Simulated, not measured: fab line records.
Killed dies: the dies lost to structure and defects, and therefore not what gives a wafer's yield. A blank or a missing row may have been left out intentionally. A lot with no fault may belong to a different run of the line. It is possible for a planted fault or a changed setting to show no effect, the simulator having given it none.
One fault seen from 2 desks | flow gf180mcu | only its own numbers are on each desk; what lay behind them is given at the end

== THE METROLOGY DESK ==
Means of the sampled wafers that have a number, per lot and without regard to the tool the lot ran on: this is what the gauges read. If a lot's mean is further than 4 standard deviations from the usual mean, the lot is out of limits and carries the mark OUT (the distance appears in the brackets).
Columns: A = M2_ALCU_THK at GF_M2_THK_MEAS_06, usual 451 nm; B = V2_BOW at GF_V2_BOW_MEAS_05, usual 101 um
lot  | first seen here | A   | B
L920 | day 17 20:37    | 440 | 108
L921 | day 18 06:59    | 448 | 105
L922 | day 18 19:31    | 447 | 98
L924 | day 19 13:40    | 456 | 105
L925 | day 20 06:55    | 443 | 94
L926 | day 20 16:40    | 447 | 91
L927 | day 21 00:22    | 444 | 103
L928 | day 21 07:07    | 450 | 101
L929 | day 21 14:06    | 453 | 92
L935 | day 23 19:35    | 455 | 99
L941 | day 25 17:41    | 453 | 100
L942 | day 26 03:17    | 449 | 94
Finding of this desk: none of the 12 lots has anything out of limits.

== FOR THE TOOL OWNER'S DESK: cmp-02 ==
The tool's own readings at GF_V2_CMP_04 (polishes SiO2): means of the sampled wafers that have a number, for each lot that ran on this tool. If a lot's mean is further than 4 standard deviations from the usual mean, the lot is out of limits and carries the mark OUT (the distance appears in the brackets).
Columns: A = motor current A at GF_V2_CMP_04, usual 11.9 A; B = time to endpoint s at GF_V2_CMP_04, usual 82 s
lot  | first seen here | A    | B
L920 | day 18 20:37    | 11.1 | 93
L929 | day 22 14:19    | 11.1 | 87
L935 | day 24 19:02    | 12.0 | 100
Finding of this desk: none of the 3 lots has anything out of limits.

== BROUGHT TOGETHER ==
From the metrology desk's view, nothing was out of limits.
The tool owner's desk saw nothing out of limits.

== WHAT WAS PUT IN BY THE SIMULATOR ==
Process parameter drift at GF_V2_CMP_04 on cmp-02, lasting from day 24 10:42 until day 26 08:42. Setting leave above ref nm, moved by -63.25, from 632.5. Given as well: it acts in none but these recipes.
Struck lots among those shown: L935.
